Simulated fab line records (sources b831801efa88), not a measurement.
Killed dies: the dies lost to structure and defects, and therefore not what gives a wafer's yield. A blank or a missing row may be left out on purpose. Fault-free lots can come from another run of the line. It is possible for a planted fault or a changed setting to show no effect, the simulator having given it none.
Which tool is to blame? + flow sky130 + route of 708 steps, sampled at 1 step: 12 lots, 36 wafers

== WHAT THE GAUGES READ, wafer by wafer ==
SKY_VIA4_THK_MEAS_01. Usual: VIA4_HDPCVD_THK gives 1735 nm (standard deviation 20).
| lot  | measured     | on            | VIA4_HDPCVD_THK (nm) | flag |
|------|--------------|---------------|----------------------|------|
| L584 | day 41 13:14 | film metro-03 | 1752 1764 1737       |      |
| L593 | day 44 08:35 | film metro-03 | 1749 1754 1740       |      |
| L596 | day 45 06:02 | film metro-04 | 1712 1738 1713       |      |
| L597 | day 45 09:20 | film metro-04 | 1729 1752 1762       |      |
| L599 | day 45 15:32 | film metro-04 | 1734 1732 1753       |      |
| L600 | day 45 23:04 | film metro-03 | 1750 1716 1724       |      |
| L601 | day 46 05:01 | film metro-01 | 1766 1777 1772       |      |
| L602 | day 46 16:01 | film metro-04 | 1757 1769 1712       |      |
| L603 | day 47 08:54 | film metro-04 | 1718 1745 1720       |      |
| L605 | day 47 14:12 | film metro-01 | 1727 1738 1711       |      |
| L606 | day 47 15:13 | film metro-04 | 1704 1733 1719       |      |
| L604 | day 47 16:57 | film metro-03 | 1715 1684 1725       |      |

== WHAT TOOL EACH LOT RAN ON (gives the tool, then ch and the chambers of the sampled wafers, and finally the start) ==
The record holds no process step before these readings.

== AS READ BY THE TOOLS THEMSELVES (means over the sampled wafers that have a number; for cases with no such wafer, the mark the record gives instead) ==
The record holds no such reading with a usual standard deviation.

== THE ANSWER, worked out from the rows above alone ==
Rule: a lot is off if the mean of its wafers that have a number lies more than 3 standard deviations from the usual mean. A lot without any number at a reading at which 4 lots or more have one is off too. Any other lot the step has rows for is counted as sound. First the gauges in route order, then the tools' own readings, where a lot's mean is used as printed above. At the first step where some lot is off, the reading lying furthest off is the one used; lots without a number count as furthest.
Nothing can be told from this: no lot is off at any reading shown.

== WHAT THE SIMULATOR HAD INSERTED ==
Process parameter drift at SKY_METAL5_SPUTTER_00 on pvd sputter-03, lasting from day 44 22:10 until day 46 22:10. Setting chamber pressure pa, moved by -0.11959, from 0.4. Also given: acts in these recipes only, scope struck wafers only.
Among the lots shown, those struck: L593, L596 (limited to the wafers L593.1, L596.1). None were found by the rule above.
